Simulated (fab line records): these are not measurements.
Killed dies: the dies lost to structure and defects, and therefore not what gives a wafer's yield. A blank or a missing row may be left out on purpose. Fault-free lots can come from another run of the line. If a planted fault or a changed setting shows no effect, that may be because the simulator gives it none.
fab line records	flow sky130
record: lots: 12	wafers: 36	last_day: 50
route steps=708 shown VIA4@650 METAL5@664 PASSIVATION@683 PAD_OPEN@708
lots with no fault: from the same line, run without faults
start_h: hours from the record's first day to the start of the lot's first wafer shown	wait_h: hours from the lot's prior step to this one	" unchanged from the row above	L1.1+2: a single row standing in for several wafers	- value missing, or start not given	* or withheld: withheld	< > ~ a bound
route shown NAME@n: names a module that has steps shown in the file, with the first one's number in the route	usual: mean/standard deviation of fault-free wafers	same: alike in all rows	chamber/n: place in a boat	sites: the reading at each site	_std_site: the standard deviation of these	_edge_site: inner sites' mean taken away from outer sites' mean	radius_mm: for every site, how far away it sits from the centre of the wafer	mask NAME#n: copy n	behind: the most recent tool/chamber to have shaped the wafer	hold: why the lot went on hold/how many hours it stayed there/how the hold came to an end	device: transistor that didn't switch, given as n, p or np	end of line: the tests these same wafers got at the end of their route	a step without rows: its recipe alone	killed: dies that structure and defects cost at the first sort, which is not the same as the wafer's yield	map: shows each die of a wafer: x if killed, . if not, _ if none is there
set.NAME: the run value of the setting; set.NAME@STEP: its run value at that earlier step	model.NAME: the simulator's own value behind a step, which no gauge read
steps of the route over a sample of lots; a table a step, a row a wafer
services: from which hour (start_h, from the record's first day; less than 0 if before it) a tool's chamber was out of use, for how many hours, and why
== steps ==
step: SKY_VIA4_OVL_MEAS_11
usual: VIA4_OVL: 0.8/0.98
lot.wafer	tool	chamber	start_h	wait_h	VIA4_OVL[nm]
L600.2	overlay-02	-	1005.96	0.1	0.3
L600.3	"	-	"	"	-1.6
L600.6	"	-	"	"	-0.4
L602.1	overlay-02	-	1025.20	0.1	1.0
L602.4	"	-	"	"	0.8
L602.5	"	-	"	"	1.4
L604.3	overlay-01	-	1052.66	0.1	-1.1
L604.4	"	-	"	"	0.3
L604.6	"	-	"	"	1.1
L605.1	overlay-02	-	1052.95	0.1	-1.0
L605.4	"	-	"	"	0.0
L605.5	"	-	"	"	0.0
L607.2	overlay-01	-	1056.47	0.1	0.3
L607.3	"	-	"	"	2.9
L607.5	"	-	"	"	0.9
L609.1	overlay-02	-	1070.44	0.1	1.1
L609.2	"	-	"	"	0.5
L609.5	"	-	"	"	2.1
L611.1	overlay-01	-	1081.40	0.1	1.8
L611.2	"	-	"	"	0.5
L611.6	"	-	"	"	1.8
L614.1	overlay-01	-	1100.05	0.1	0.6
L614.4	"	-	"	"	-0.2
L614.5	"	-	"	"	-0.1
L619.1	overlay-01	-	1127.86	0.1	1.1
L619.5	"	-	"	"	0.6
L619.6	"	-	"	"	1.2
L620.3	overlay-02	-	1130.85	0.1	-0.5
L620.5	"	-	"	"	-0.1
L620.6	"	-	"	"	1.9
L621.1	overlay-01	-	1141.46	0.1	0.9
L621.3	"	-	"	"	0.8
L621.4	"	-	"	"	-0.3
L622.1	overlay-01	-	1145.14	0.1	2.6
L622.3	"	-	"	"	2.8
L622.5	"	-	"	"	2.3
step: SKY_METAL5_SPUTTER_03
recipe: material: Ti	target_thk_nm: 5	power_w: 3000	time_s: 3.3	chamber_pressure_pa: 0.4
usual: throttle_valve_pct: 29.9/1.2
lot.wafer	tool	chamber	start_h	wait_h	throttle_valve_pct
L600.2	pvd_sputter-04	-	1007.49	0.0	30.8
L600.3	"	-	"	"	28.3
L600.6	"	-	"	"	28.2
L602.1	pvd_sputter-04	-	1026.69	0.0	29.4
L602.4	"	-	"	"	30.3
L602.5	"	-	"	"	29.4
L604.3	pvd_sputter-04	-	1054.54	0.0	29.6
L604.4	"	-	"	"	30.3
L604.6	"	-	"	"	28.6
L605.1	pvd_sputter-01	-	1054.65	0.0	29.0
L605.4	"	-	"	"	28.6
L605.5	"	-	"	"	30.9
L607.2	pvd_sputter-04	-	1058.00	0.0	29.5
L607.3	"	-	"	"	28.5
L607.5	"	-	"	"	29.5
L609.1	pvd_sputter-04	-	1072.02	0.0	31.0
L609.2	"	-	"	"	29.6
L609.5	"	-	"	"	28.2
L611.1	pvd_sputter-04	-	1082.90	0.0	30.9
L611.2	"	-	"	"	28.2
L611.6	"	-	"	"	29.1
L614.1	pvd_sputter-02	-	1101.59	0.0	31.4
L614.4	"	-	"	"	28.7
L614.5	"	-	"	"	31.9
L619.1	pvd_sputter-02	-	1129.35	0.0	31.9
L619.5	"	-	"	"	31.3
L619.6	"	-	"	"	31.7
L620.3	pvd_sputter-01	-	1132.33	0.0	30.5
L620.5	"	-	"	"	30.6
L620.6	"	-	"	"	28.6
L621.1	pvd_sputter-01	-	1143.02	0.0	28.9
L621.3	"	-	"	"	28.5
L621.4	"	-	"	"	31.3
L622.1	pvd_sputter-02	-	1146.85	0.0	28.7
L622.3	"	-	"	"	28.9
L622.5	"	-	"	"	31.6
step: SKY_METAL5_METAL_ETCH_15
recipe: target_depth_a: 12600	stop_on: SiO2	over_etch_frac: 0.2	time_s: 261.4	chemistry: Cl2/BCl3	resist_sidewall_deg: 86	pressure_mtorr: 10	icp_w: 900	bias_w: 48.5	Cl2_flow_sccm: 60	bcl3_flow_sccm: 30
usual: drypump_motor_current_A: 5.6/0.4	oes_product_au: 0.893/0.0055	throttle_valve_pct: 22.264/0.0092
lot.wafer	tool	chamber	start_h	wait_h	drypump_motor_current_A	oes_product_au	rf_hours_counter_h	throttle_valve_pct
L600.2	rie_metal-02	1	1030.24	0.0	6.0	0.893	14	22.247
L600.3	"	0	"	"	5.9	0.893	-	22.266
L600.6	"	0	"	"	5.9	0.882	-	22.256
L602.1	rie_metal-03	0	1050.04	0.0	5.8	0.887	13	22.250
L602.4	"	1	"	"	5.1	0.895	-	22.266
L602.5	"	0	"	"	5.8	0.902	-	22.257
L604.3	rie_metal-03	1	1076.59	0.1	5.1	0.886	-	22.278
L604.4	"	0	"	"	5.8	0.892	-	22.287
L604.6	"	0	"	"	5.8	0.890	-	22.257
L605.1	rie_metal-02	0	1076.81	0.0	6.0	0.900	14	22.271
L605.4	"	0	"	"	5.9	0.896	-	22.248
L605.5	"	0	"	"	5.9	0.898	-	22.263
L607.2	rie_metal-03	0	1079.89	0.0	5.8	0.890	15	22.260
L607.3	"	1	"	"	5.0	0.880	-	22.273
L607.5	"	0	"	"	5.8	0.888	-	22.239
L609.1	rie_metal-01	0	1092.74	0.0	5.2	0.892	23	22.261
L609.2	"	1	"	"	6.1	0.896	14	22.271
L609.5	"	1	"	"	6.1	0.896	-	22.281
L611.1	rie_metal-03	0	1103.21	0.0	5.8	0.890	17	22.274
L611.2	"	1	"	"	5.1	0.888	5	22.266
L611.6	"	0	"	"	5.8	0.898	-	22.264
L614.1	rie_metal-02	0	1122.06	0.0	5.9	0.883	17	22.266
L614.4	"	1	"	"	6.0	0.892	-	22.267
L614.5	"	1	"	"	6.0	0.897	-	22.257
L619.1	rie_metal-02	1	1147.50	0.0	6.0	0.891	24	22.281
L619.5	"	0	"	"	5.9	0.896	-	22.265
L619.6	"	1	"	"	6.0	0.899	-	22.265
L620.3	rie_metal-03	1	1150.27	0.1	5.1	0.886	-	22.264
L620.5	"	1	"	"	5.0	0.885	-	22.259
L620.6	"	0	"	"	5.8	0.895	-	22.256
L621.1	rie_metal-03	0	1160.86	0.0	5.8	0.884	22	22.268
L621.3	"	0	"	"	5.8	0.895	-	22.252
L621.4	"	1	"	"	5.1	0.900	-	22.275
L622.1	rie_metal-01	0	1164.49	0.0	5.2	0.883	29	22.262
L622.3	"	0	"	"	5.2	0.904	-	22.274
L622.5	"	0	"	"	5.2	0.891	-	22.261
step: SKY_PASSIVATION_CVD_02
recipe: material: Si3N4	target_thk_nm: 540	temp_c: 400	time_s: withheld	rf_w: 450
usual: heater_power_w: 731/100
lot.wafer	tool	chamber	start_h	wait_h	heater_power_w
L600.2	pecvd-02	1	1031.37	0.0	551
L600.3	"	1	"	"	579
L600.6	"	0	"	"	662
L602.1	pecvd-02	1	1050.95	0.1	581
L602.4	"	0	"	"	700
L602.5	"	1	"	"	623
L604.3	pecvd-04	1	1077.46	0.0	909
L604.4	"	0	"	"	779
L604.6	"	1	"	"	953
L605.1	pecvd-02	2	1077.80	0.1	705
L605.4	"	0	"	"	695
L605.5	"	2	"	"	685
L607.2	pecvd-01	1	1080.87	0.0	652
L607.3	"	2	"	"	894
L607.5	"	1	"	"	674
L609.1	pecvd-01	0	1093.65	0.1	820
L609.2	"	2	"	"	868
L609.5	"	2	"	"	724
L611.1	pecvd-04	1	1104.15	0.1	972
L611.2	"	2	"	"	783
L611.6	"	2	"	"	783
L614.1	pecvd-04	1	1122.97	0.1	953
L614.4	"	2	"	"	783
L614.5	"	0	"	"	806
L619.1	pecvd-01	2	1148.40	0.1	816
L619.5	"	0	"	"	777
L619.6	"	2	"	"	840
L620.3	pecvd-04	0	1151.11	0.0	763
L620.5	"	1	"	"	953
L620.6	"	0	"	"	832
L621.1	pecvd-01	2	1162.56	0.1	768
L621.3	"	0	"	"	689
L621.4	"	0	"	"	717
L622.1	pecvd-02	1	1165.40	0.1	617
L622.3	"	0	"	"	736
L622.5	"	1	"	"	627
step: SKY_PAD_OPEN_PROBE_99
usual: defect_limited_yield: 82.4/2.2	killed_at_M0_to_M3: 44/6.8	killed_at_M4_up: 3.1/1.9	killed_at_contacts: 25/5.9	killed_at_front_end: 15/4.3	killed_at_other: 0.2/0.51	killed_dies: 87/11	killed_open: 47/7.9	killed_short: 39/6.4	sort_bin_3_pad_short: 0.9/0.44	sort_bin_5_function: 10.3/1.5	sort_bin_6_memory: 6.4/1.4	sort_n_pass: 405/11	sort_yield_pct: 82.4/2.2
same: gross_dies: 492	killed_at_back_side: 0	sort_bin_4_leakage[%]: 0	sort_bin_8_speed[%]: 0
lot.wafer	tool	chamber	start_h	wait_h	defect_limited_yield[%]	killed_at_M0_to_M3	killed_at_M4_up	killed_at_contacts	killed_at_front_end	killed_at_other	killed_dies	killed_open	killed_short	sort_bin_3_pad_short[%]	sort_bin_5_function[%]	sort_bin_6_memory[%]	sort_n_pass	sort_yield_pct[%]
L602.1	prober-02	-	1096.65	0.1	76.6	68	2	29	16	0	115	67	48	1.0	13.0	9.3	377	76.6
L602.4	prober-02	-	1096.80	0.2	85.0	35	7	17	15	0	74	33	41	0.8	9.1	5.1	418	85.0
L602.5	prober-02	-	1096.85	0.2	83.1	38	4	26	15	0	83	47	36	0.6	11.4	4.9	409	83.1
L605.1	prober-02	-	1121.94	0.1	79.5	44	6	30	20	1	101	46	55	0.8	11.6	8.1	391	79.5
L605.4	prober-02	-	1122.09	0.2	79.7	42	8	31	19	0	100	51	49	1.0	13.2	6.1	392	79.7
L605.5	prober-02	-	1122.14	0.2	78.3	60	4	26	16	1	107	54	53	1.0	12.8	7.9	385	78.3
L607.2	prober-01	-	1125.20	0.1	85.2	39	0	15	17	2	73	41	32	1.4	8.7	4.7	419	85.2
L607.3	prober-01	-	1125.25	0.2	84.8	44	1	17	12	1	75	37	38	1.0	10.2	4.1	417	84.8
L607.5	prober-01	-	1125.35	0.2	82.9	47	2	20	15	0	84	37	47	1.2	10.6	5.3	408	82.9
L609.1	prober-01	-	1134.53	0.1	66.9	43	69	28	23	0	163	48	48	6.3	18.1	8.7	329	66.9
L609.2	prober-01	-	1134.58	0.1	85.6	38	4	15	14	0	71	45	26	0.4	9.1	4.9	421	85.6
L609.5	prober-01	-	1134.73	0.2	85.6	39	0	17	14	1	71	38	33	0	10.0	4.5	421	85.6
L611.1	prober-01	-	1145.04	0.1	71.7	37	68	24	10	0	139	42	31	5.7	17.7	4.9	353	71.7
L611.2	prober-01	-	1145.09	0.1	88.4	30	6	12	9	0	57	26	31	0.6	7.3	3.7	435	88.4
L611.6	prober-01	-	1145.29	0.2	81.1	46	5	30	11	1	93	47	46	0.8	9.8	8.3	399	81.1
killed by level:class
L602.1 VIA1:geometric_particle:open=15 CONTACT:geometric_particle:open=14 VIA3:geometric_particle:open=12 CONTACT:geometric_particle:short=9 METAL2:geometric_particle:short=9 METAL1:geometric_particle:short=7 VIA2:geometric_particle:open=7 FIELD_ISO:geometric_particle:open=5
L602.4 VIA1:geometric_particle:open=9 FIELD_ISO:geometric_particle:short=6 CONTACT:geometric_particle:open=6 METAL1:geometric_particle:short=6 METAL2:geometric_particle:short=5 VIA3:geometric_particle:open=5 LOCAL_INTERCONNECT:geometric_particle:short=4 POLY_GATE:geometric_particle:short=3
L602.5 VIA1:geometric_particle:open=10 CONTACT:geometric_particle:open=8 VIA2:geometric_particle:open=8 LI_CONTACT:geometric_particle:open=5 POLY_GATE:geometric_particle:short=4 LI_CONTACT:geometric_particle:short=4 LOCAL_INTERCONNECT:geometric_particle:short=4 CONTACT:geometric_particle:short=4
L605.1 CONTACT:geometric_particle:open=9 LI_CONTACT:geometric_particle:open=8 VIA1:geometric_particle:open=8 METAL2:geometric_particle:short=7 VIA2:geometric_particle:open=7 METAL1:geometric_particle:short=6 FIELD_ISO:geometric_particle:short=5 POLY_GATE:geometric_particle:open=5
L605.4 METAL1:geometric_particle:short=10 LI_CONTACT:geometric_particle:open=10 CONTACT:geometric_particle:open=9 POLY_GATE:geometric_particle:open=6 VIA3:geometric_particle:open=6 LI_CONTACT:geometric_particle:short=5 VIA1:geometric_particle:short=5 METAL4:geometric_particle:short=5
L605.5 CONTACT:geometric_particle:open=14 METAL1:geometric_particle:short=10 VIA1:geometric_particle:open=10 METAL2:geometric_particle:short=9 VIA2:geometric_particle:open=8 VIA3:geometric_particle:short=6 LOCAL_INTERCONNECT:geometric_particle:short=5 VIA3:geometric_particle:open=5
L607.2 VIA2:geometric_particle:open=9 VIA1:geometric_particle:open=8 FIELD_ISO:geometric_particle:open=6 CONTACT:geometric_particle:short=6 POLY_GATE:geometric_particle:short=5 POLY_GATE:geometric_particle:open=4 VIA2:geometric_particle:short=4 LI_CONTACT:geometric_particle:open=3
L607.3 CONTACT:geometric_particle:open=9 VIA1:geometric_particle:open=8 VIA3:geometric_particle:open=7 VIA1:geometric_particle:short=6 VIA2:geometric_particle:open=5 VIA3:geometric_particle:short=4 POLY_GATE:geometric_particle:short=4 METAL1:geometric_particle:short=4
L607.5 METAL1:geometric_particle:short=7 VIA1:geometric_particle:open=7 VIA3:geometric_particle:open=7 VIA3:geometric_particle:short=6 METAL2:geometric_particle:short=6 LOCAL_INTERCONNECT:geometric_particle:short=5 CONTACT:geometric_particle:short=5 FIELD_ISO:geometric_particle:open=4
L609.1 METAL5:unspecified=67 METAL2:geometric_particle:short=9 CONTACT:geometric_particle:open=8 VIA3:geometric_particle:open=8 VIA1:geometric_particle:open=8 CONTACT:geometric_particle:short=7 FIELD_ISO:geometric_particle:short=6 LI_CONTACT:geometric_particle:open=5
L609.2 VIA1:geometric_particle:open=13 CONTACT:geometric_particle:open=10 FIELD_ISO:geometric_particle:short=6 VIA1:geometric_particle:short=5 VIA2:geometric_particle:short=4 VIA3:geometric_particle:open=4 POLY_GATE:geometric_particle:open=3 LI_CONTACT:geometric_particle:open=3
L609.5 VIA1:geometric_particle:open=13 METAL2:geometric_particle:short=6 FIELD_ISO:geometric_particle:open=5 LOCAL_INTERCONNECT:geometric_particle:short=5 CONTACT:geometric_particle:short=5 VIA2:geometric_particle:open=5 POLY_GATE:geometric_particle:open=4 LI_CONTACT:geometric_particle:open=4
L611.1 METAL5:unspecified=66 LI_CONTACT:geometric_particle:open=14 VIA3:geometric_particle:open=8 VIA2:geometric_particle:open=5 METAL1:geometric_particle:short=5 CONTACT:geometric_particle:open=5 METAL3:geometric_particle:short=4 POLY_GATE:geometric_particle:short=3
L611.2 VIA1:geometric_particle:open=6 VIA2:geometric_particle:short=6 VIA2:geometric_particle:open=5 LI_CONTACT:geometric_particle:open=5 METAL4:geometric_particle:short=4 FIELD_ISO:geometric_particle:short=3 SPACER:geometric_particle:short=3 LOCAL_INTERCONNECT:geometric_particle:short=3
L611.6 CONTACT:geometric_particle:open=8 VIA3:geometric_particle:open=8 LI_CONTACT:geometric_particle:open=7 VIA1:geometric_particle:open=7 CONTACT:geometric_particle:short=6 METAL1:geometric_particle:short=6 LI_CONTACT:geometric_particle:short=5 VIA2:geometric_particle:open=5
== services ==
tool	chamber	start_h	hours	kind
rie_metal-02	0	984.22	11.5	repair
pvd_sputter-04	-	986.82	2.7	repair
pvd_sputter-02	-	987.22	1.5	repair
rie_metal-03	-	998.81	0.8	repair
rie_metal-03	1	1002.55	-	clean
rie_metal-03	1	1002.55	17.7	scheduled_down
rie_metal-03	1	1002.55	17.7	vent_cycle
pecvd-02	0	1004.47	4.9	repair
pvd_sputter-02	-	1006.35	1.9	repair
rie_metal-01	-	1007.61	0.8	repair
pecvd-01	2	1019.90	15.8	repair
pecvd-04	2	1023.42	11.3	repair
rie_metal-02	-	1033.53	0.7	repair
rie_metal-01	-	1039.83	1.0	repair
pecvd-01	2	1039.89	2.6	repair
rie_metal-02	-	1080.64	1.8	repair
pecvd-01	-	1106.26	2.8	pm
rie_metal-01	-	1113.17	2.8	pm
pvd_sputter-01	-	1117.83	3.0	repair
pecvd-01	-	1118.33	6.0	pm
rie_metal-02	0	1122.50	18.1	repair
pecvd-04	1	1153.88	5.4	repair
rie_metal-01	-	1159.70	2.1	repair
pecvd-02	-	1164.28	1.1	repair
== key ==
first_sign: step: SKY_PAD_OPEN_PROBE_99	reading: killed_at_M4_up	direction: up	sigmas: 35	usual: 3.1	struck: 68.5
effect: step: SKY_PAD_OPEN_PROBE_99	reading: sort_bin_3_pad_short	direction: up	sigmas: 12	usual: 0.9	struck: 6.0
met_at SKY_METAL5_SPUTTER_03
struck_lots L609,L611
struck_wafers L609.1,L611.1
not_acting_at SKY_VIA4_OVL_MEAS_11,SKY_METAL5_METAL_ETCH_15,SKY_PASSIVATION_CVD_02
onset_between 1007.49 1072.02
fault: kind: chamber_particle_source	tool: pvd_sputter-04	chamber: -	onset_h: 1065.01	steps: SKY_METAL5_SPUTTER_03	rate_per_visit_cm2: 2.0315	end_h: 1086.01	scope: struck_wafers_only
